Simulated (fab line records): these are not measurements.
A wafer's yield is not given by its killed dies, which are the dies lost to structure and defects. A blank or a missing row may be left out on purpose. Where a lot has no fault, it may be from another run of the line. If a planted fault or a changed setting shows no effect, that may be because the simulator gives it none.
2 desks looking at one fault :: flow sky130 :: each desk has only its own numbers; what lay behind them comes last

FROM THE METROLOGY DESK
What the gauges read for every lot (on any tool): the sampled wafers with a number, averaged. A lot is out of limits, marked OUT, if its mean lies more than 4 standard deviations from the usual mean; the brackets give that distance.
Columns: A = SONOS_TUNNEL_TW at SKY_SONOS_TUNNEL_TW_MEAS_12, usual 198.1; B = SONOS_ONO_OXIDATION_THK at SKY_SONOS_ONO_THK_MEAS_01, usual 2.61 nm; C = SONOS_ONO_CVD_04_THK at SKY_SONOS_ONO_THK_MEAS_05, usual 5.72 nm; D = GATE_OXIDE_OXIDATION_00_THK at SKY_GATE_OXIDE_THK_MEAS_02, usual 10.32 nm
lot: L851
first seen here: day 11 22:35
A: 199.1
B: 2.58
C: 5.72
D: 10.37

lot: L852
first seen here: day 12 17:31
A: 200.6
B: 2.58
C: 5.78
D: 10.43

lot: L855
first seen here: day 13 16:14
A: 196.4
B: 2.66
C: 5.73
D: 10.32

lot: L857
first seen here: day 13 21:27
A: 198.5
B: 2.66
C: 5.62
D: 10.23

lot: L858
first seen here: day 13 23:31
A: 199.4
B: 2.60
C: 5.90
D: 10.29

lot: L859
first seen here: day 14 21:33
A: 198.8
B: 2.66
C: 5.52
D: 10.24

lot: L863
first seen here: day 16 06:07
A: 195.8
B: 2.63
C: 5.78
D: 12.90 (+16) OUT

lot: L864
first seen here: day 16 06:58
A: 198.6
B: 2.66
C: 5.89
D: 12.59 (+14) OUT

lot: L866
first seen here: day 17 05:28
A: 196.4
B: 2.63
C: 5.72
D: 10.45

lot: L867
first seen here: day 17 08:54
A: 196.7
B: 2.63
C: 5.75
D: 10.33

lot: L871
first seen here: day 18 17:11
A: 198.6
B: 2.58
C: 5.83
D: 10.29

lot: L873
first seen here: day 18 21:46
A: 199.0
B: 2.61
C: 5.54
D: 10.30

lot: L874
first seen here: day 19 16:04
A: 197.2
B: 2.59
C: 5.79
D: 10.20
This desk's finding: out of limits on L863, L864; first on L863, day 17 19:52 (GATE_OXIDE_OXIDATION_00_THK at SKY_GATE_OXIDE_THK_MEAS_02). Within limits: L851, L852, L855, L857, L858, L859, L866, L867, L871, L873, L874.

FOR THE TOOL OWNER'S DESK: furnace-01
The tool's own readings at SKY_GATE_OXIDE_OXIDATION_01 (stabilise 600 s, purge 300 s, target thk 10.268 nm): means of the sampled wafers that have a number, for each lot that ran on this tool. A lot is out of limits, marked OUT, if its mean lies more than 4 standard deviations from the usual mean; the brackets give that distance.
Columns: A = spike-tc-bottom-C at SKY_GATE_OXIDE_OXIDATION_01, usual 921.2 C; B = spike-tc-lower-C at SKY_GATE_OXIDE_OXIDATION_01, usual 900.3 C; C = spike-tc-upper-C at SKY_GATE_OXIDE_OXIDATION_01, usual 899.1 C; D = zone-power-upper-pct at SKY_GATE_OXIDE_OXIDATION_01, usual 16.5 %
lot: L852
first seen here: day 14 04:02
A: 920.8
B: 900.1
C: 899.1
D: 16.9

lot: L855
first seen here: day 15 00:38
A: 920.0
B: 901.1
C: 899.3
D: 16.9

lot: L857
first seen here: day 15 07:45
A: 919.5
B: 901.4
C: 898.6
D: 16.8

lot: L858
first seen here: day 15 12:02
A: 920.4
B: 900.2
C: 898.6
D: 17.0

lot: L863
first seen here: day 17 18:27
A: 919.8
B: 899.9
C: 900.0
D: 16.8

lot: L864
first seen here: day 17 18:27
A: 919.1
B: 899.8
C: 899.0
D: 16.8

lot: L874
first seen here: day 21 06:37
A: 920.5
B: 901.5
C: 899.0
D: 16.8
Finding of this desk: none of the 7 lots has anything out of limits.

ALL TOGETHER
Metrology desk: alarm possible at day 17 19:52 on L863, L864.
The desk of the tool owner found nothing out of limits.
On record at the tool owner's desk: L863, L864, within its limits.
Of the lots named, all ran SKY_GATE_OXIDE_OXIDATION_01 on furnace-01.

WHAT THE SIMULATOR PUT IN
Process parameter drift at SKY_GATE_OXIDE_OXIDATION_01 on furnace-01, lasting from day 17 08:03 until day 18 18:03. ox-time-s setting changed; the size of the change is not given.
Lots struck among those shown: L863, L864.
Time in hours between the start of the fault and the first out-of-limits reading at each desk: metrology desk, 12.
